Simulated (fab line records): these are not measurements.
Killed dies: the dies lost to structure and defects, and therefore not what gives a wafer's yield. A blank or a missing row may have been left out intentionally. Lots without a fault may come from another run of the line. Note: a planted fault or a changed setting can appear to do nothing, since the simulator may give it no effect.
Chamber matching ; flow gf180mcu ; GF_V3_CMP_26 on cmp-02: 4 sister chambers
The step polishes, stops on SiO2, t overpolish 15 s, target thk 0 nm. 7 wafers are shown with their chamber, then 7 later ones without.

WAFERS PAIRED WITH THEIR CHAMBERS
wafer;chamber;motorCurrentA (A);timeToEndpointS (s)
L786.6;2;10.7;88
L790.5;3;11.6;82
L793.3;0;11.4;85
L793.4;3;11.1;83
L793.5;1;12.4;78
L794.1;0;10.9;89
L794.2;1;12.5;84

WAFERS WITHOUT THEIR CHAMBER
wafer;motorCurrentA (A);timeToEndpointS (s)
L794.4;10.5;82
L798.1;11.4;87
L798.3;12.4;81
L798.5;11.9;78
L806.1;10.4;82
L806.2;11.6;80
L806.6;12.1;85

EACH ONE'S CHAMBER
wafer;from the rows above;in truth
L794.4;can't be placed: 2 or 0 or 3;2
L798.1;can't be placed: 0 or 3 or 2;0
L798.3;1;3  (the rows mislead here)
L798.5;can't be placed: 1 or 3 or 0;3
L806.1;can't be placed: 2 or 0 or 3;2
L806.2;can't be placed: 3 or 0 or 1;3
L806.6;can't be placed: 1 or 3 or 0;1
0 of 7 placed correctly. From these rows, 6 cannot be placed; in 6 the true chamber is one of the candidates. Number placed wrongly: 1.
How it was worked out, from the rows above alone: a wafer's distance from a chamber is the root of the sum, over the readings, of the square of ((its reading less the chamber's mean) divided by the reading's scatter). The wafer belongs to the nearest chamber; if the next one is less than 2 further off, it can't be placed. A chamber's mean is the mean of its shown wafers. The scatter: the root of (the sum of the squares of (reading less its chamber's mean) over the shown wafers, divided by (wafers less chambers)).
